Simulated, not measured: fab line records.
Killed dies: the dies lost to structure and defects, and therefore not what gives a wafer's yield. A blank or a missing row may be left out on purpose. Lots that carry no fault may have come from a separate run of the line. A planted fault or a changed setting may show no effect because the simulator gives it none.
Which tool did it? | flow sky130 | 11 lots with 33 wafers sampled at 5 steps, on a route of 708 steps

## WHAT THE GAUGES SHOWED, per wafer
Not one reading of a measure or inspect step in the record can be checked against a usual standard deviation.

## WHICH TOOL RAN EACH LOT (tool, then ch and the chambers of the sampled wafers, then the start)
lot  | SKY_METAL4_SPUTTER_00        | SKY_METAL4_ETCH_16                | SKY_METAL4_ETCH_17                 | SKY_METAL5_STRIP_16                  | SKY_PAD_OPEN_PROBE_99
L402 | pvd sputter-04, day 40 12:25 | rie metal-01 ch 0,1, day 42 13:09 | rie diel-04 ch 0,1, day 42 13:15   | plasma asher-01 ch 0,1, day 44 14:08 | prober-01, day 46 14:11
L403 | pvd sputter-01, day 40 19:32 | rie metal-03 ch 0,1, day 42 19:03 | rie diel-01 ch 0,2, day 42 19:07   | plasma asher-01 ch 0,1, day 44 19:37 | -
L405 | pvd sputter-04, day 41 06:18 | rie metal-03 ch 0,1, day 43 05:48 | rie diel-02 ch 1,3, day 43 05:54   | plasma asher-04 ch 0,1, day 45 05:59 | -
L407 | pvd sputter-04, day 41 14:19 | rie metal-04 ch 0,1, day 43 12:23 | rie diel-01 ch 0,2,3, day 43 12:27 | plasma asher-04 ch 0,1, day 45 12:58 | -
L408 | pvd sputter-02, day 41 18:53 | rie metal-04 ch 0,1, day 43 18:22 | rie diel-01 ch 1,2,3, day 43 18:28 | plasma asher-04 ch 0,1, day 45 18:37 | -
L409 | pvd sputter-01, day 42 02:21 | rie metal-04 ch 0,1, day 44 01:19 | rie diel-02 ch 0,1,3, day 44 01:25 | plasma asher-03 ch 0,1, day 46 00:38 | -
L415 | pvd sputter-02, day 43 21:05 | rie metal-03 ch 0,1, day 45 18:54 | rie diel-02 ch 0,2,3, day 45 19:00 | plasma asher-03 ch 0,1, day 47 15:41 | prober-02, day 49 08:29
L418 | pvd sputter-02, day 44 08:32 | rie metal-04 ch 0, day 46 06:10   | rie diel-04 ch 0,2, day 46 06:16   | plasma asher-04 ch 0,1, day 48 01:27 | prober-01, day 49 16:44
L420 | pvd sputter-02, day 44 18:25 | rie metal-04 ch 0,1, day 46 16:31 | rie diel-01 ch 0,1,3, day 46 16:37 | plasma asher-03 ch 0,1, day 48 10:59 | prober-01, day 50 01:50
L421 | pvd sputter-04, day 45 02:10 | rie metal-04 ch 0,1, day 46 22:06 | rie diel-01 ch 0,1,2, day 46 22:12 | plasma asher-03 ch 0,1, day 48 17:08 | prober-02, day 50 06:56
L424 | pvd sputter-04, day 45 22:41 | rie metal-04 ch 0,1, day 47 17:33 | rie diel-04 ch 1,2, day 47 17:37   | plasma asher-01 ch 0,1, day 49 10:25 | prober-01, day 50 21:47
- SKY_METAL4_SPUTTER_00: material Ti, target thk 15 nm, time 10 s.
- SKY_METAL4_ETCH_16: etches BARC in N2/H2, stops on SiO2, time 88.2 s, target depth 60 nm.
- SKY_METAL4_ETCH_17: etches SiO2 in C4F8/O2/Ar, stops on TiN, time 3.9 s, target depth 15 nm.
- SKY_METAL5_STRIP_16: strips in O2/N2.
- SKY_PAD_OPEN_PROBE_99

## AS READ BY THE TOOLS THEMSELVES (means over the sampled wafers that have a number; for cases with no such wafer, the mark the record gives instead)
SKY_METAL4_SPUTTER_00. Usual: throttle valve pct at 30.4 %, with a standard deviation of 1.2.
lot  | tool           | throttle valve pct (%) | flag
L402 | pvd sputter-04 | 30.1                   |
L403 | pvd sputter-01 | 29.9                   |
L405 | pvd sputter-04 | 29.9                   |
L407 | pvd sputter-04 | 30.8                   |
L408 | pvd sputter-02 | 29.5                   |
L409 | pvd sputter-01 | 30.0                   |
L415 | pvd sputter-02 | 31.2                   |
L418 | pvd sputter-02 | 30.3                   |
L420 | pvd sputter-02 | 31.1                   |
L421 | pvd sputter-04 | 30.3                   |
L424 | pvd sputter-04 | 30.8                   |

SKY_METAL4_ETCH_16. Usual: drypump motor current A 5.6 A, standard deviation 0.41; h2 flow sccm 200.0 sccm, standard deviation 0.66; oes product au 0.626 a.u., standard deviation 0.0042; throttle valve pct 13.206 %, standard deviation 0.0092.
lot  | tool         | drypump motor current A (A) | h2 flow sccm (sccm) | oes product au (a.u.) | throttle valve pct (%) | flag
L402 | rie metal-01 | 6.0                         | 200.5               | 0.625                 | 13.204                 |
L403 | rie metal-03 | 5.9                         | 200.3               | 0.626                 | 13.209                 |
L405 | rie metal-03 | 5.9                         | 200.1               | 0.628                 | 13.202                 |
L407 | rie metal-04 | 5.3                         | 199.8               | 0.627                 | 13.204                 |
L408 | rie metal-04 | 5.4                         | 200.5               | 0.625                 | 13.205                 |
L409 | rie metal-04 | 5.4                         | 200.3               | 0.625                 | 13.209                 |
L415 | rie metal-03 | 5.9                         | 200.1               | 0.627                 | 13.204                 |
L418 | rie metal-04 | 5.6                         | 200.9               | 0.625                 | 13.197                 |
L420 | rie metal-04 | 5.3                         | 199.8               | 0.626                 | 13.209                 |
L421 | rie metal-04 | 5.3                         | 200.3               | 0.631                 | 13.203                 |
L424 | rie metal-04 | 5.2                         | 200.0               | 0.626                 | 13.221                 |

SKY_METAL4_ETCH_17. Usual: oes product au at 0.754 a.u., with a standard deviation of 0.0064.
lot  | tool        | oes product au (a.u.) | flag
L402 | rie diel-04 | 0.746                 |
L403 | rie diel-01 | 0.750                 |
L405 | rie diel-02 | 0.758                 |
L407 | rie diel-01 | 0.753                 |
L408 | rie diel-01 | 0.757                 |
L409 | rie diel-02 | 0.752                 |
L415 | rie diel-02 | 0.751                 |
L418 | rie diel-04 | 0.754                 |
L420 | rie diel-01 | 0.750                 |
L421 | rie diel-01 | 0.763                 |
L424 | rie diel-04 | 0.757                 |

SKY_METAL5_STRIP_16. Usual: drypump motor current A 5.71 A, standard deviation 0.2; oes product au 0.710 a.u., standard deviation 0.0043; strip time to endpoint s 13.08 s, standard deviation 0.09.
lot  | tool            | drypump motor current A (A) | oes product au (a.u.) | strip time to endpoint s (s) | flag
L402 | plasma asher-01 | 5.75                        | 0.707                 | 13.10                        |
L403 | plasma asher-01 | 5.76                        | 0.712                 | 13.06                        |
L405 | plasma asher-04 | 5.42                        | 0.713                 | 13.09                        |
L407 | plasma asher-04 | 5.55                        | 0.711                 | 13.01                        |
L408 | plasma asher-04 | 5.42                        | 0.712                 | 13.23                        |
L409 | plasma asher-03 | 5.79                        | 0.710                 | 13.09                        |
L415 | plasma asher-03 | 5.87                        | 0.708                 | 13.13                        |
L418 | plasma asher-04 | 5.43                        | 0.707                 | 13.00                        |
L420 | plasma asher-03 | 5.87                        | 0.711                 | 13.10                        |
L421 | plasma asher-03 | 5.75                        | 0.717                 | 13.00                        |
L424 | plasma asher-01 | 5.75                        | 0.711                 | 13.04                        |

SKY_PAD_OPEN_PROBE_99. Usual: defect limited yield 82.5 %, standard deviation 2; killed_at_M0_to_M3 43, standard deviation 7.1; killed_at_M4_up 3.3, standard deviation 2; killed at contacts 24, standard deviation 5.1; killed at front end 15, standard deviation 4.6; killed at other 0.3, standard deviation 0.6; killed dies 86, standard deviation 9.6; killed on rim 17, standard deviation 3.8; killed open 46, standard deviation 7.3; killed short 39, standard deviation 6.7; sort_bin_3_pad_short 0.9 %, standard deviation 0.44; sort_bin_5_function 10.4 %, standard deviation 1.5; sort_bin_6_memory 6.2 %, standard deviation 1.1; sort n pass 406, standard deviation 9.6; sort yield pct 82.5 %, standard deviation 2.
lot  | tool      | defect limited yield (%) | killed_at_M0_to_M3 | killed_at_M4_up | killed at contacts | killed at front end | killed at other | killed dies | killed on rim | killed open | killed short | sort_bin_3_pad_short (%) | sort_bin_5_function (%) | sort_bin_6_memory (%) | sort n pass | sort yield pct (%) | flag
L402 | prober-01 | 81.8                     | 41                 | 4.7             | 26                 | 18                  | 0.3             | 90          | 18            | 49          | 40           | 0.8                      | 10.2                    | 7.2                   | 402         | 81.8               |
L415 | prober-02 | 79.6                     | 43                 | 24.7            | 17                 | 16                  | 0.7             | 100         | 15            | 41          | 38           | 2.2                      | 12.1                    | 6.2                   | 392         | 79.6               | OFF
L418 | prober-01 | 81.6                     | 42                 | 8.0             | 20                 | 20                  | 0.5             | 90          | 18            | 44          | 45           | 1.5                      | 10.4                    | 6.5                   | 402         | 81.6               |
L420 | prober-01 | 82.9                     | 40                 | 2.3             | 28                 | 14                  | 0.0             | 84          | 17            | 52          | 32           | 0.6                      | 10.6                    | 5.8                   | 408         | 82.9               |
L421 | prober-02 | 79.5                     | 54                 | 4.0             | 23                 | 20                  | 0.7             | 101         | 19            | 53          | 46           | 1.3                      | 13.0                    | 6.2                   | 391         | 79.5               |
L424 | prober-01 | 81.6                     | 43                 | 3.0             | 32                 | 12                  | 0.3             | 91          | 18            | 54          | 37           | 0.7                      | 11.7                    | 6.0                   | 401         | 81.6               |

## THE ANSWER, worked out from the rows above alone
Rule: a lot counts as off when the mean over its wafers that have a number is more than 3 standard deviations away from the usual mean. A lot without any number at a reading at which 4 lots or more have one is off too. Any other lot the step has rows for is counted as sound. After the gauges, taken in route order, come the tools' own readings; for these a lot's mean is taken, as printed above. At the first step where some lot is off, the reading lying furthest off is the one used; lots without a number count as furthest.
Off: L415, at SKY_PAD_OPEN_PROBE_99 (killed_at_M4_up). Neither off nor sound, because the step has no rows for them: L403, L405, L407, L408, L409.
A tool fits if, at that step or a process step before it, it ran every lot that is off, and no sound lot after the first of them. 2 tools fit, rie metal-03 at SKY_METAL4_ETCH_16 and rie diel-02 at SKY_METAL4_ETCH_17, so this cannot tell which one it is.

## WHAT HAD BEEN PUT IN BY THE SIMULATOR
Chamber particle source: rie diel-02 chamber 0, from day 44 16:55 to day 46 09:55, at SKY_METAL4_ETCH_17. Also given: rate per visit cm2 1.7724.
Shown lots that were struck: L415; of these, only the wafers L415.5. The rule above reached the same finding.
